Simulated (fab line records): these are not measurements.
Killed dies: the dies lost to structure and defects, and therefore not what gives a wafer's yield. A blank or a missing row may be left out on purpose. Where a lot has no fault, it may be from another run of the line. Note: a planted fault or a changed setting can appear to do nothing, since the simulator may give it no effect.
Struck lot and sound lot, side by side || flow sky130 || 17 steps out of a route of 708
Sound: these wafers, L542.1, L542.2, L542.6. Struck: wafers L531.3, L531.5. (L531.2 of the same lot was not struck and is left out.) The cause comes at the end.
Per side, at each step with rows, come the tool, then ch with its chambers, and then its first start. Under that, the readings that differ: sound wafers || struck wafers || difference of the means || sigmas: that difference in standard deviations of wafers without a fault.
alike: words and numbers the same on both sides, and readings whose means are apart by under 2 such deviations; not compared: readings that were withheld, readings missing a value for some wafer, numbers with overlapping values and no deviation given by the record, and bounds like >300 which may hide the same value.
Wherever a step has rows on one side only, a row that says differs or no value, or a row with sigmas, the two part there. Numbers that have no deviation but don't overlap get no sigmas and don't part them. A reading missing from all wafers of one side parts the sides only when that side holds two or more wafers.

first, 2 steps without rows for these wafers: SKY_LOCAL_INTERCONNECT_PEB_09; SKY_LOCAL_INTERCONNECT_DEVELOP_10 (develop time 60 s).
SKY_LOCAL_INTERCONNECT_CD_MEAS_11: the cd target is 170 nm.
  sound on cd-sem-02 at day 35 01:35; struck on cd-sem-01 at day 32 16:54
  alike: cd-nm
SKY_LOCAL_INTERCONNECT_OVL_MEAS_12:
  sound on overlay-02 at day 35 01:42; struck on overlay-02 at day 32 17:01
  alike: LOCAL_INTERCONNECT_OVL
SKY_LOCAL_INTERCONNECT_ETCH_13: etches BARC in N2/H2, stops on SiO2, time 45.9 s, target depth 60 nm.
  sound on rie-metal-01 ch 0,1, day 35 01:44; struck on rie-metal-02 ch 0,1, day 32 17:02
  alike: drypump-motor-current-A, he-backside-leak-sccm, n2-flow-sccm, oes-product-au, throttle-valve-pct
  not compared: rf-hours-counter-h
SKY_LOCAL_INTERCONNECT_METAL_ETCH_14: etches TiN in Cl2/BCl3, stops on PSG, target depth 110 nm, time 31.4 s.
  sound on rie-metal-01 ch 0,1, day 35 01:48; struck on rie-metal-02 ch 0,1, day 32 17:06
  alike: drypump-motor-current-A, he-backside-leak-sccm, oes-product-au, throttle-valve-pct
  not compared: rf-hours-counter-h
SKY_LOCAL_INTERCONNECT_STRIP_15: strips in O2/N2.
  sound on plasma-asher-01 ch 0,1, day 35 01:51; struck on plasma-asher-03 ch 0, day 32 17:09
  alike: drypump-motor-current-A, n2-flow-sccm, oes-product-au, strip-time-to-endpoint-s
  not compared: rf-hours-counter-h
then, 3 steps without rows for these wafers: SKY_LOCAL_INTERCONNECT_STRIP_16 (strips in post etch residue remover, time 1200 s); SKY_LOCAL_INTERCONNECT_CLEAN_17 (cleans in IPA, time 180 s); SKY_LOCAL_INTERCONNECT_CLEAN_18 (cleans in O3/DIW).
SKY_CONTACT_CVD_00: deposits Si3N4, target thk 75 nm.
  sound on pecvd-04 ch 0,1,2, day 35 02:26; struck on pecvd-01 ch 0,1, day 32 17:44
  alike: heater-power-outer-w, heater-power-w
SKY_CONTACT_THK_MEAS_01:
  sound on film-metro-01 at day 35 02:29; struck on film-metro-01 at day 32 17:47
  alike: CONTACT_CVD_00_THK
SKY_CONTACT_HDPCVD_02: deposits SiO2, target thk 565 nm, time 94.2 s.
  sound on hdpcvd-01 ch 1,2, day 35 02:32; struck on hdpcvd-02 ch 0, day 32 17:50
{"reading": "model.SiO2_of_CONTACT_HDPCVD_02.thk-nm (nm)", "sound": "565.1 561.6 564.2", "struck": "753.9 755.5", "difference": "+191.1", "sigmas": ""}
SKY_CONTACT_THK_MEAS_03:
  sound on film-metro-02 at day 35 02:37; struck on film-metro-01 at day 32 17:55
{"reading": "CONTACT_HDPCVD_THK (nm)", "sound": "566 562 565", "struck": "754 755", "difference": "+190", "sigmas": "+29"}
SKY_CONTACT_CMP_04: polishes SiO2.
  sound on cmp-01 ch 1,3, day 35 02:43; struck on cmp-01 ch 0,3, day 32 18:16
{"reading": "time-to-endpoint-s (s)", "sound": "80 90 79", "struck": "146 140", "difference": "+60", "sigmas": "+11"}
  alike: motor-current-A
SKY_CONTACT_BOW_MEAS_05:
  sound on film-metro-03 at day 35 02:58; struck on film-metro-03 at day 32 18:32
  alike: CONTACT_BOW
-- the record jumps here: 15 days lie between the struck wafers' starts before and after (it left off in module CONTACT and takes up again in module PAD_OPEN, whose first step shown is number 708 of the route) --
SKY_PAD_OPEN_PROBE_99:
  rows exist in the record for the struck wafers here (prober-02, day 47 09:02), but not for the sound ones

WHERE THEY PART
At SKY_CONTACT_THK_MEAS_03 first; at SKY_PAD_OPEN_PROBE_99 last (within this record only).

WHY: what had been put in by the simulator
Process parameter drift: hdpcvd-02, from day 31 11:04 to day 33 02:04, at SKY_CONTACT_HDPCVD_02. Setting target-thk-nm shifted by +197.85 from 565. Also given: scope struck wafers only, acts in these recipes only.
